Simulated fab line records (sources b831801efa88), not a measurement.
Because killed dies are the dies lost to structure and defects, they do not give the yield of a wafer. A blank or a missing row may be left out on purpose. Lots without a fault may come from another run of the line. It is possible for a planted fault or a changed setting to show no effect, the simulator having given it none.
Which tool is to blame?    flow sky130    30 wafers from 10 lots sampled at 5 of the route's 708 steps

== WHAT EACH GAUGE READ, for each wafer ==
SKY_SD_N_TW_MEAS_12.
lot   measured      on             SD_N_TW
L849  day 28 21:11  film-metro-03  4056 4037 4042
L851  day 29 17:02  film-metro-03  4029 4035 4040
L852  day 29 17:13  film-metro-02  3960 3964 3987
L856  day 32 14:06  film-metro-02  3454 3436 3428
L861  day 32 19:56  film-metro-02  3461 3463 3471
L863  day 32 20:32  film-metro-02  4034 3999 4022
L868  day 34 02:35  film-metro-04  4064 4058 4044
L870  day 34 13:43  film-metro-03  4067 4030 4048
L871  day 35 01:46  film-metro-03  4071 4056 4067
L872  day 35 05:36  film-metro-02  3955 3968 3972

== EACH LOT AND THE TOOL THAT RAN IT (in order: tool; ch and the chambers of the sampled wafers; start) ==
lot   SKY_LDD_LDN_STRIP_12                  SKY_SPACER_ETCHBACK_02              SKY_SD_N_IMPLANT_09              SKY_SD_N_STRIP_11
L849  plasma-asher-02 ch 1, day 23 23:01    rie-diel-03 ch 1,2,3, day 24 01:08  implanter-03 ch 0, day 28 20:48  plasma-asher-03 ch 1, day 28 21:05
L851  plasma-asher-03 ch 0,1, day 24 18:01  rie-diel-01 ch 0,2,3, day 24 20:38  implanter-03 ch 0, day 29 16:38  plasma-asher-03 ch 0,1, day 29 16:56
L852  plasma-asher-04 ch 0,1, day 24 18:40  rie-diel-03 ch 0,2, day 24 20:38    implanter-04 ch 0, day 29 16:49  plasma-asher-04 ch 0,1, day 29 17:07
L856  plasma-asher-02 ch 0,1, day 27 19:52  rie-diel-02 ch 0,2, day 27 22:02    implanter-03 ch 0, day 32 13:43  plasma-asher-02 ch 1, day 32 13:59
L861  plasma-asher-03 ch 0,1, day 28 00:43  rie-diel-02 ch 1,2, day 28 03:17    implanter-03 ch 0, day 32 19:33  plasma-asher-04 ch 0,1, day 32 19:50
L863  plasma-asher-03 ch 0,1, day 28 01:02  rie-diel-01 ch 0,2,3, day 28 03:20  implanter-04 ch 0, day 32 20:08  plasma-asher-04 ch 0,1, day 32 20:26
L868  plasma-asher-02 ch 0,1, day 29 13:56  rie-diel-02 ch 0,1,2, day 29 15:29  implanter-02 ch 0, day 34 02:12  plasma-asher-04 ch 0,1, day 34 02:29
L870  plasma-asher-03 ch 0,1, day 30 02:40  rie-diel-03 ch 0,1,2, day 30 04:08  implanter-02 ch 0, day 34 13:19  plasma-asher-04 ch 1, day 34 13:37
L871  plasma-asher-04 ch 0,1, day 30 11:47  rie-diel-02 ch 0,1, day 30 13:41    implanter-04 ch 0, day 35 01:24  plasma-asher-04 ch 0,1, day 35 01:40
L872  plasma-asher-04 ch 0,1, day 30 17:04  rie-diel-01 ch 0,1,3, day 30 18:33  implanter-04 ch 0, day 35 05:13  plasma-asher-03 ch 0,1, day 35 05:29
- SKY_LDD_LDN_STRIP_12: strips in O2/N2.
- SKY_SPACER_ETCHBACK_02: etches Si3N4 in CH3F/O2, stops on SiO2, time 46.7 s, target depth 45 nm.
- SKY_SD_N_IMPLANT_09
- SKY_SD_N_STRIP_11: strips in O2/N2.

== THE ANSWER, worked out from the rows above alone ==
Rule: usual is defined by the lots themselves. The widest of any qualifying gaps counts: lots, ordered by their means at a reading, are off when they make up no more than a third of the lots, leave a main group of 4 or more, and stand apart from it by 3 or more times the standard deviation of that group's means. A main group is skipped when, at the precision printed for the reading in the tables above, its means are all equal. Also off: a lot with no number at a reading for which 4 or more lots have one. Where the step has rows for the other lots, those lots are counted as sound.
Off: L856, L861, at SKY_SD_N_TW_MEAS_12 (SD_N_TW). The main group has a mean of 4025 with a standard deviation of 36.
A tool fits if, at a process step before that reading, it ran every lot that is off, and no sound lot after the first of them. The gauges at SKY_SD_N_TW_MEAS_12 are tried like those tools. One fits: SKY_SD_N_IMPLANT_09 on implanter-03. Its last sound lot is L851 (day 29 16:38), its first lot that is off L856 (day 32 13:43): a fault that began between those two fits.

== WHAT THE SIMULATOR PUT IN ==
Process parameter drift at SKY_SD_N_IMPLANT_09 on implanter-03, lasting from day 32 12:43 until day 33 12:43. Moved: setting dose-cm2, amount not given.
Lots struck among those shown: L856, L861. The rule above found the same.
